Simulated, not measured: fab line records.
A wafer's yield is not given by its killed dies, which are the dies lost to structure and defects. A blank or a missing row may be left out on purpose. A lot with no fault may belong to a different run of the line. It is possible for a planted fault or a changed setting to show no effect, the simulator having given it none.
fab line records -- flow sky130
record: lots: 12, wafers: 36, lastDay: 50
route steps=708 shown POLY_GATE@234 METAL1@439 VIA1@470
lots that met no fault: taken from a fault-free run of the same line
startH: start of the lot's first displayed wafer, in hours after the record's first day -- waitH: hours from the lot's prior step to this one -- " the same as in the row above -- L1.1+2: a row that stands for several wafers -- - value missing, or start not given -- * or withheld: withheld -- < > ~ a bound
route shown NAME@n: NAME is a module with steps in the file, n the number in the route of the first one -- usual: mean/standard deviation taken from wafers without a fault -- same: alike in all rows -- chamber/n: place in a boat -- sites: per-site readings -- _std_site: standard deviation of those values -- _edge_site: mean of outer sites minus mean of inner sites -- radiusMm: for every site, how far away it sits from the centre of the wafer -- mask NAME#n: copy n -- behind: the tool/chamber that last shaped the wafer -- hold: cause of the lot's hold/its duration in hours/its outcome -- device: which transistor (n, p or np) failed to switch -- end of line: at the end of the route, the tests of the same wafers -- for a step that has no rows: nothing shown but its recipe -- killed: dies lost to structure and defects at the first sort, not the wafer's yield -- map: a wafer's dies, marking killed ones x, the rest . and places with no die _
set.NAME: the setting as run; set.NAME@STEP: as run at that earlier step -- model.NAME: the simulator's own value behind a step, which no gauge read
steps of the route over a sample of lots; a table a step, a row a wafer
services: the hour from which a tool's chamber was out of use, counted from the record's first day as startH (under 0 if before that day), plus the number of hours and why
== steps ==
step: SKY_POLY_GATE_OXIDATION_20
recipe: tempC: 850, ambient: O2, stabiliseS: 600, purgeS: 300, targetThkA: 40, oxTimeS: 899
usual: spikeTcCentreC: 849.6/1.1, spikeTcLowerC: 850.3/1, spikeTcTopC: 866.0/2.4, spikeTcUpperC: 849.3/1.2, zonePowerCentrePct: 17.8/0.99, zonePowerLowerPct: 17.3/0.78, zonePowerUpperPct: 15.11/0.22
lot.wafer,tool,chamber,startH,waitH,spikeTcCentreC,spikeTcLowerC,spikeTcTopC,spikeTcUpperC,zonePowerCentrePct,zonePowerLowerPct,zonePowerUpperPct
L169.4,furnace-01,0,398.88,3.4,849.8,848.5,867.7,847.4,17.0,17.8,15.06
L169.5,furnace-01,0,398.88,3.4,849.5,849.9,867.7,848.3,16.6,18.1,14.94
L169.6,furnace-01,0,398.88,3.4,849.6,849.9,868.6,847.7,17.0,18.0,14.83
L171.1,furnace-02,0,449.01,1.9,850.4,849.8,866.4,850.7,18.9,16.7,15.29
L171.2,furnace-02,0,449.01,1.9,851.3,851.6,863.6,850.0,19.3,16.4,15.48
L171.3,furnace-02,0,449.01,1.9,850.0,851.1,863.6,849.6,19.0,16.6,15.15
L172.1,furnace-02,0,449.01,2.0,850.3,850.1,863.2,848.5,18.9,16.2,15.46
L172.2,furnace-02,0,449.01,2.0,848.6,850.9,862.0,850.0,18.9,16.4,15.45
L172.4,furnace-02,0,449.01,2.0,848.5,849.6,864.7,850.9,18.9,16.6,15.42
L173.1,furnace-02,0,454.36,0.0,848.0,849.3,864.7,848.7,18.9,16.3,15.45
L173.2,furnace-02,0,454.36,0.0,849.4,851.2,864.5,848.9,18.9,16.6,15.14
L173.4,furnace-02,0,454.36,0.0,848.6,850.9,862.7,849.8,18.7,16.7,15.54
L174.1,furnace-01,0,454.75,0.0,850.5,849.0,868.2,847.6,17.1,18.0,14.56
L174.4,furnace-01,0,454.75,0.0,850.1,848.2,866.7,848.9,16.8,18.2,15.10
L174.6,furnace-01,0,454.75,0.0,849.9,849.5,866.1,849.8,16.8,18.1,15.00
L176.2,furnace-02,0,463.91,0.0,900.5,845.3,862.4,843.9,38.0,7.6,7.07
L176.4,furnace-02,0,463.91,0.0,899.0,843.2,863.5,843.0,38.1,7.5,7.07
L176.5,furnace-02,0,463.91,0.0,898.9,844.8,863.2,843.6,38.0,7.7,7.11
L175.2,furnace-02,0,465.16,0.9,901.9,842.7,864.4,841.5,38.2,7.6,7.13
L175.4,furnace-02,0,465.16,0.9,899.7,845.1,863.4,844.6,38.1,7.5,7.08
L175.6,furnace-02,0,465.16,0.9,898.7,843.3,864.3,844.9,37.8,7.7,7.09
L177.1,furnace-01,0,469.92,0.0,851.6,850.2,868.1,848.2,17.0,18.1,14.87
L177.2,furnace-01,0,469.92,0.0,848.7,850.5,868.2,848.2,16.8,18.0,14.98
L177.3,furnace-01,0,469.92,0.0,849.6,851.0,867.1,851.1,17.2,18.0,15.03
L186.4,furnace-02,0,547.98,0.2,851.5,849.9,862.9,849.0,19.0,16.3,15.23
L186.5,furnace-02,0,547.98,0.2,850.6,849.5,862.6,850.6,19.0,16.6,15.51
L186.6,furnace-02,0,547.98,0.2,848.9,852.4,863.0,848.3,19.1,16.2,15.74
L187.1,furnace-01,0,558.86,0.0,848.9,850.8,867.3,847.3,16.6,17.7,14.88
L187.4,furnace-01,0,558.86,0.0,850.4,850.1,866.1,850.0,17.2,17.7,15.10
L187.6,furnace-01,0,558.86,0.0,850.0,851.1,867.0,848.8,17.1,18.0,14.82
L188.1,furnace-01,0,566.91,0.5,850.0,849.2,868.1,849.3,17.2,17.8,14.92
L188.3,furnace-01,0,566.91,0.5,850.8,850.8,865.4,848.6,17.2,18.1,15.12
L188.6,furnace-01,0,566.91,0.5,849.0,851.0,867.8,849.2,16.9,18.2,15.12
L189.2,furnace-02,0,571.01,0.8,847.5,848.9,863.4,851.2,18.7,16.2,15.41
L189.4,furnace-02,0,571.01,0.8,848.7,850.2,861.8,849.8,18.7,16.4,15.46
L189.6,furnace-02,0,571.01,0.8,849.1,850.7,863.9,849.9,19.0,16.4,15.11
step: SKY_POLY_GATE_THK_MEAS_21
recipe: reads: SiO2_of_POLY_GATE_OXIDATION_20
usual: POLY_GATE_OXIDATION_THK: 3.98/0.08
lot.wafer,tool,chamber,startH,waitH,POLY_GATE_OXIDATION_THK[nm]
L169.4,filmMetro-04,-,400.22,0.1,3.84
L169.5,filmMetro-04,-,400.22,0.1,3.81
L169.6,filmMetro-04,-,400.22,0.1,3.80
L171.1,filmMetro-04,-,450.26,0.0,4.10
L171.2,filmMetro-04,-,450.26,0.0,4.02
L171.3,filmMetro-04,-,450.26,0.0,4.22
L172.1,filmMetro-02,-,450.26,0.0,4.00
L172.2,filmMetro-02,-,450.26,0.0,3.95
L172.4,filmMetro-02,-,450.26,0.0,4.06
L173.1,filmMetro-02,-,455.61,0.0,4.07
L173.2,filmMetro-02,-,455.61,0.0,4.09
L173.4,filmMetro-02,-,455.61,0.0,4.08
L174.1,filmMetro-03,-,456.00,0.0,4.04
L174.4,filmMetro-03,-,456.00,0.0,4.03
L174.6,filmMetro-03,-,456.00,0.0,3.98
L176.2,filmMetro-04,-,465.17,0.0,4.18
L176.4,filmMetro-04,-,465.17,0.0,4.49
L176.5,filmMetro-04,-,465.17,0.0,4.59
L175.2,filmMetro-04,-,466.42,0.0,5.23
L175.4,filmMetro-04,-,466.42,0.0,5.31
L175.6,filmMetro-04,-,466.42,0.0,5.20
L177.1,filmMetro-02,-,471.17,0.0,3.97
L177.2,filmMetro-02,-,471.17,0.0,4.00
L177.3,filmMetro-02,-,471.17,0.0,3.97
L186.4,filmMetro-04,-,549.26,0.0,3.92
L186.5,filmMetro-04,-,549.26,0.0,4.02
L186.6,filmMetro-04,-,549.26,0.0,4.04
L187.1,filmMetro-02,-,560.11,0.0,3.95
L187.4,filmMetro-02,-,560.11,0.0,4.02
L187.6,filmMetro-02,-,560.11,0.0,3.99
L188.1,filmMetro-04,-,568.16,0.0,3.89
L188.3,filmMetro-04,-,568.16,0.0,3.95
L188.6,filmMetro-04,-,568.16,0.0,3.90
L189.2,filmMetro-02,-,572.27,0.0,3.99
L189.4,filmMetro-02,-,572.27,0.0,4.02
L189.6,filmMetro-02,-,572.27,0.0,4.05
step: SKY_METAL1_RS_MEAS_05
recipe: thkMeasGauge: four-point-probe, reads: TiN_of_METAL1_SPUTTER_04+Ti_of_METAL1_SPUTTER_03+AlCu_of_METAL1_SPUTTER_02+TiN_of_METAL1_SPUTTER_01+Ti_of_METAL1_SPUTTER_00
usual: METAL1_ALCU_RS: 0.1263/0.0014
lot.wafer,tool,chamber,startH,waitH,METAL1_ALCU_RS[ohm/sq]
L169.4,filmMetro-01,-,764.10,0.1,0.1240
L169.5,filmMetro-01,-,764.10,0.1,0.1243
L169.6,filmMetro-01,-,764.10,0.1,0.1268
L171.1,filmMetro-01,-,811.59,0.0,0.1278
L171.2,filmMetro-01,-,811.59,0.0,0.1265
L171.3,filmMetro-01,-,811.59,0.0,0.1272
L172.1,filmMetro-03,-,812.14,0.0,0.1243
L172.2,filmMetro-03,-,812.14,0.0,0.1256
L172.4,filmMetro-03,-,812.14,0.0,0.1255
L173.1,filmMetro-03,-,812.74,0.0,0.1242
L173.2,filmMetro-03,-,812.74,0.0,0.1271
L173.4,filmMetro-03,-,812.74,0.0,0.1281
L174.1,filmMetro-01,-,813.39,0.0,0.1272
L174.4,filmMetro-01,-,813.39,0.0,0.1284
L174.6,filmMetro-01,-,813.39,0.0,0.1248
L176.2,filmMetro-03,-,821.25,0.0,0.1296
L176.4,filmMetro-03,-,821.25,0.0,0.1276
L176.5,filmMetro-03,-,821.25,0.0,0.1302
L175.2,filmMetro-03,-,823.53,0.0,0.1257
L175.4,filmMetro-03,-,823.53,0.0,0.1250
L175.6,filmMetro-03,-,823.53,0.0,0.1248
L177.1,filmMetro-04,-,823.64,0.0,0.1261
L177.2,filmMetro-04,-,823.64,0.0,0.1248
L177.3,filmMetro-04,-,823.64,0.0,0.1276
L186.4,filmMetro-04,-,890.55,0.1,0.1266
L186.5,filmMetro-04,-,890.55,0.1,0.1245
L186.6,filmMetro-04,-,890.55,0.1,0.1260
L187.1,filmMetro-03,-,901.89,0.0,0.1249
L187.4,filmMetro-03,-,901.89,0.0,0.1259
L187.6,filmMetro-03,-,901.89,0.0,0.1270
L188.1,filmMetro-04,-,906.62,0.0,0.1258
L188.3,filmMetro-04,-,906.62,0.0,0.1270
L188.6,filmMetro-04,-,906.62,0.0,0.1260
L189.2,filmMetro-04,-,912.13,0.0,0.1286
L189.4,filmMetro-04,-,912.13,0.0,0.1274
L189.6,filmMetro-04,-,912.13,0.0,0.1286
step: SKY_VIA1_CD_MEAS_12
recipe: targetCdNm: 150
usual: cdNm: 150.1/1.6
lot.wafer,tool,chamber,startH,waitH,cdNm
L169.4,cdSem-02,-,819.27,-,153.0
L169.5,cdSem-02,-,819.27,-,150.6
L169.6,cdSem-02,-,819.27,-,149.7
L171.1,cdSem-02,-,865.16,-,149.5
L171.2,cdSem-02,-,865.16,-,150.9
L171.3,cdSem-02,-,865.16,-,149.9
L172.1,cdSem-02,-,865.51,-,150.2
L172.2,cdSem-02,-,865.51,-,149.0
L172.4,cdSem-02,-,865.51,-,150.3
L173.1,cdSem-01,-,866.35,-,152.0
L173.2,cdSem-01,-,866.35,-,152.0
L173.4,cdSem-01,-,866.35,-,151.9
L174.1,cdSem-02,-,867.52,-,149.0
L174.4,cdSem-02,-,867.52,-,149.0
L174.6,cdSem-02,-,867.52,-,150.6
L176.2,cdSem-02,-,874.08,-,151.1
L176.4,cdSem-02,-,874.08,-,151.7
L176.5,cdSem-02,-,874.08,-,150.1
L175.2,cdSem-02,-,877.07,-,147.7
L175.4,cdSem-02,-,877.07,-,147.1
L175.6,cdSem-02,-,877.07,-,145.7
L177.1,cdSem-02,-,877.81,-,151.7
L177.2,cdSem-02,-,877.81,-,151.5
L177.3,cdSem-02,-,877.81,-,151.4
L186.4,cdSem-02,-,942.48,-,147.8
L186.5,cdSem-02,-,942.48,-,147.3
L186.6,cdSem-02,-,942.48,-,147.5
L187.1,cdSem-01,-,953.01,-,149.9
L187.4,cdSem-01,-,953.01,-,150.6
L187.6,cdSem-01,-,953.01,-,149.9
L188.1,cdSem-02,-,957.01,-,150.0
L188.3,cdSem-02,-,957.01,-,150.5
L188.6,cdSem-02,-,957.01,-,147.5
L189.2,cdSem-01,-,962.59,-,148.9
L189.4,cdSem-01,-,962.59,-,149.1
L189.6,cdSem-01,-,962.59,-,149.5
step: SKY_VIA1_THK_MEAS_23
recipe: thkMeasGauge: xrf, reads: W_of_VIA1_CVD_21
usual: VIA1_W_THK: 268/3.2
lot.wafer,tool,chamber,startH,waitH,VIA1_W_THK[nm]
L169.4,filmMetro-02,-,820.35,0.1,273
L169.5,filmMetro-02,-,820.35,0.1,273
L169.6,filmMetro-02,-,820.35,0.1,269
L171.1,filmMetro-04,-,866.32,0.1,272
L171.2,filmMetro-04,-,866.32,0.1,267
L171.3,filmMetro-04,-,866.32,0.1,273
L172.1,filmMetro-02,-,866.63,0.1,270
L172.2,filmMetro-02,-,866.63,0.1,273
L172.4,filmMetro-02,-,866.63,0.1,268
L173.1,filmMetro-02,-,867.47,0.1,271
L173.2,filmMetro-02,-,867.47,0.1,263
L173.4,filmMetro-02,-,867.47,0.1,270
L174.1,filmMetro-02,-,868.63,0.1,268
L174.4,filmMetro-02,-,868.63,0.1,267
L174.6,filmMetro-02,-,868.63,0.1,269
L176.2,filmMetro-02,-,875.19,0.1,270
L176.4,filmMetro-02,-,875.19,0.1,270
L176.5,filmMetro-02,-,875.19,0.1,265
L175.2,filmMetro-02,-,878.18,0.1,268
L175.4,filmMetro-02,-,878.18,0.1,267
L175.6,filmMetro-02,-,878.18,0.1,262
L177.1,filmMetro-03,-,879.02,0.1,271
L177.2,filmMetro-03,-,879.02,0.1,267
L177.3,filmMetro-03,-,879.02,0.1,273
L186.4,filmMetro-03,-,943.56,0.1,266
L186.5,filmMetro-03,-,943.56,0.1,261
L186.6,filmMetro-03,-,943.56,0.1,262
L187.1,filmMetro-02,-,954.12,0.1,272
L187.4,filmMetro-02,-,954.12,0.1,270
L187.6,filmMetro-02,-,954.12,0.1,271
L188.1,filmMetro-04,-,958.12,0.1,270
L188.3,filmMetro-04,-,958.12,0.1,271
L188.6,filmMetro-04,-,958.12,0.1,271
L189.2,filmMetro-02,-,963.69,0.1,272
L189.4,filmMetro-02,-,963.69,0.1,273
L189.6,filmMetro-02,-,963.69,0.1,270
== services ==
tool,chamber,startH,hours,kind
furnace-02,-,385.61,14.2,pm
furnace-01,-,400.13,4.5,pm
furnace-02,-,418.74,1.0,repair
furnace-01,-,509.30,2.9,pm
furnace-02,-,523.26,2.9,pm
== key ==
firstSign: step: SKY_POLY_GATE_OXIDATION_20, reading: spikeTcCentreC, direction: up, sigmas: 45, usual: 849.6, struck: 899.8
effect: step: SKY_POLY_GATE_OXIDATION_20, reading: zonePowerUpperPct, direction: down, sigmas: 36, usual: 15.11, struck: 7.09
effect: step: SKY_POLY_GATE_THK_MEAS_21, reading: POLY_GATE_OXIDATION_THK, direction: up, sigmas: 11, usual: 3.98, struck: 4.83
metAt SKY_POLY_GATE_OXIDATION_20
struckLots L175,L176
testerLeftOut L175,L176
notActingAt SKY_METAL1_RS_MEAS_05,SKY_VIA1_CD_MEAS_12,SKY_VIA1_THK_MEAS_23
onsetBetween 454.36 463.91
fault: kind: processParameterDrift, tool: furnace-02, chamber: -, onsetH: 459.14, steps: SKY_POLY_GATE_OXIDATION_20, channel: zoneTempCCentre, offset: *, shape: step, endH: 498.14
testerLeftOut: of these lots the tester's yield and bins aren't shown, on N5 and GAA mostly nor the transistor test; their killed dies are dies lost to structure and defects alone, not to doping, threshold or leakage, so they don't give the yield
